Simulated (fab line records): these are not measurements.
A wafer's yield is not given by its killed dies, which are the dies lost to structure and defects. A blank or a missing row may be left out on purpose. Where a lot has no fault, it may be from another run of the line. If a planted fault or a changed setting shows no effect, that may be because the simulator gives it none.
Which tool did it? / flow sky130 / 6 lots with 18 wafers sampled at 2 steps, on a route of 708 steps

WHAT THE GAUGES SHOWED, per wafer
SKY_METAL1_CD_MEAS_15 targets a cd of 140 nm.
lot=L262; measured=day 32 20:08; on=cd sem-01; cd nm (nm)=139.7 140.2 139.4
lot=L265; measured=day 33 17:15; on=cd sem-02; cd nm (nm)=138.1 137.2 138.5
lot=L269; measured=day 35 01:17; on=cd sem-02; cd nm (nm)=138.5 138.4 139.0
lot=L272; measured=day 36 02:02; on=cd sem-01; cd nm (nm)=138.2 139.5 138.1
lot=L277; measured=day 37 16:23; on=cd sem-01; cd nm (nm)=139.0 138.5 139.2
lot=L282; measured=day 40 08:08; on=cd sem-01; cd nm (nm)=138.7 139.3 138.8

EACH LOT AND THE TOOL THAT RAN IT (in order: tool; ch and the chambers of the sampled wafers; start)
lot=L262; SKY_METAL1_SPUTTER_03=pvd sputter-03, day 31 16:02
lot=L265; SKY_METAL1_SPUTTER_03=pvd sputter-03, day 32 14:28
lot=L269; SKY_METAL1_SPUTTER_03=pvd sputter-02, day 33 23:22
lot=L272; SKY_METAL1_SPUTTER_03=pvd sputter-01, day 34 23:44
lot=L277; SKY_METAL1_SPUTTER_03=pvd sputter-03, day 36 13:53
lot=L282; SKY_METAL1_SPUTTER_03=pvd sputter-01, day 39 07:04
- SKY_METAL1_SPUTTER_03: material Ti, target thk 5 nm, time 3.3 s.

THE ANSWER, worked out from the rows above alone
Rule: what is usual is taken from the lots themselves. Put in order of their means at a reading, lots are off if they are a third of the lots or fewer, leave a main group of 4 or more, and stand apart from it by a gap of 3 or more times the standard deviation of the main group's means; of several such gaps the widest counts. Not used: any main group whose means are identical at the precision the tables above print for the reading. Also off: a lot with no number at a reading for which 4 or more lots have one. Any other lot the step has rows for is counted as sound.
No lot is off at any reading shown: from this, nothing can be told.

WHAT THE SIMULATOR HAD PUT IN
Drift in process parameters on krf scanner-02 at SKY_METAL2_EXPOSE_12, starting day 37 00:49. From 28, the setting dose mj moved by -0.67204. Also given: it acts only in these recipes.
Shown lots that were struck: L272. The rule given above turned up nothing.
